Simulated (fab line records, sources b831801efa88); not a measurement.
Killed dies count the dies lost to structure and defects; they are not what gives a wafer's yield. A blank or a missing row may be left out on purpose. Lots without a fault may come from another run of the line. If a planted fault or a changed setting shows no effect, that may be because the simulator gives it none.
A struck lot beside a sound one + flow sky130 + 18 out of 708 route steps
Sound: the wafers L770.1, L770.3, L770.5. Wafers struck: L784.1, L784.4, L784.6. Last of all comes the cause.
Order at every step that has rows: each side's tool, ch and its chambers, its first start. Under that, the readings that differ: sound wafers + struck wafers + difference of the means + sigmas: that difference in standard deviations of wafers without a fault.
alike: readings whose means differ by less than 2 such deviations, and words and numbers that are the same on both sides. not compared: withheld readings, readings that some wafer has no value for, bounds like >300 that may hide the same value, and numbers for which the record gives no deviation and whose values overlap.
Wherever a step has rows on one side only, a row that says differs or no value, or a row with sigmas, the two part there. Numbers that don't overlap but have no deviation are shown without sigmas and don't part them. A reading missing from all wafers of one side parts the sides only when that side holds two or more wafers.

SKY_LDD_HVP_STRIP_09: strips in O2/N2.
  sound on plasma asher-03 ch 0, day 22 18:23; struck on plasma asher-02 ch 0,1, day 28 08:53
  alike: chamber pressure mTorr, drypump motor current A, oes product au, strip time to endpoint s
  not compared: rf hours counter h
SKY_LDD_HVP_TW_MEAS_10:
  sound on film metro-01, day 22 18:29; struck on film metro-01, day 28 08:59
  alike: LDD_HVP_TW
then, 7 steps without rows for these wafers: SKY_LDD_LDN_DEHYDRATE_00 (time 60 s); SKY_LDD_LDN_HMDS_01 (prime time 60 s); SKY_LDD_LDN_COAT_02 (resist thk 1140 nm); SKY_LDD_LDN_SOFTBAKE_03 (time 60 s); SKY_LDD_LDN_EXPOSE_04 (exposes mask LDNTM, target cd 700 nm); SKY_LDD_LDN_PEB_05; SKY_LDD_LDN_DEVELOP_06 (develop time 60 s).
SKY_LDD_LDN_OVL_MEAS_07:
  sound on overlay-01, day 24 00:24; struck on overlay-01, day 29 13:28
  alike: LDD_LDN_OVL
then, 2 steps without rows for these wafers: SKY_LDD_LDN_IMPLANT_08; SKY_LDD_LDN_IMPLANT_09.
SKY_LDD_LDN_IMPLANT_10:
  sound on implanter-04 ch 0, day 24 00:44; struck on implanter-02 ch 0, day 29 13:49
| reading            | sound                            | struck                        | difference | sigmas      |
|--------------------|----------------------------------|-------------------------------|------------|-------------|
| dose ions cm2      | 1.2503e+13 1.2502e+13 1.2481e+13 | 5.762e+12 5.765e+12 5.755e+12 | -6.735e+12 | -99 or more |
| faraday current uA | 74.8 72.2 72.6                   | 32.3 34.3 32.3                | -40.2      | -27         |
after that, 1 step had no rows for these wafers: SKY_LDD_LDN_IMPLANT_11.
SKY_LDD_LDN_STRIP_12: strips in O2/N2.
  sound on plasma asher-02 ch 0,1, day 24 01:02; struck on plasma asher-02 ch 0,1, day 29 14:07
  alike: chamber pressure mTorr, drypump motor current A, oes product au, strip time to endpoint s
  not compared: rf hours counter h
SKY_LDD_LDN_TW_MEAS_13:
  sound on film metro-04, day 24 01:08; struck on film metro-03, day 29 14:13
| reading    | sound          | struck         | difference | sigmas |
|------------|----------------|----------------|------------|--------|
| LDD_LDN_TW | 1486 1487 1487 | 1421 1428 1410 | -67        | -8     |
then, 1 step without rows for these wafers: SKY_LDD_LDN_CLEAN_14 (cleans in SC1/SC2, time 150 s).
-- the record jumps here: 21 days lie between the struck wafers' starts before and after (it left off in module LDD_LDN and takes up again in module PAD_OPEN, whose first step shown is number 708 of the route) --
SKY_PAD_OPEN_PROBE_99:
  sound on prober-01, day 46 11:32; struck on prober-02, day 50 06:31
| reading                         | sound          | struck         | difference | sigmas |
|---------------------------------|----------------|----------------|------------|--------|
| model.etest.tip sonos.rs ohm sq | 2608 2598 2642 | 2852 2745 2766 | +172       |        |
  alike: killed_at_M0_to_M3, killed_at_M4_up, killed at contacts, killed at front end, killed at other, killed dies, killed on rim, killed open, killed short

## WHERE THEY PART
First at SKY_LDD_LDN_IMPLANT_10; last, within this record, at SKY_LDD_LDN_TW_MEAS_13. Later steps at which nothing parts them and some readings are alike: SKY_PAD_OPEN_PROBE_99.

WHY: whatever the simulator had introduced
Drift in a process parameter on implanter-02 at SKY_LDD_LDN_IMPLANT_10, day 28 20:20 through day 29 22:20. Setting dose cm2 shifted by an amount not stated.
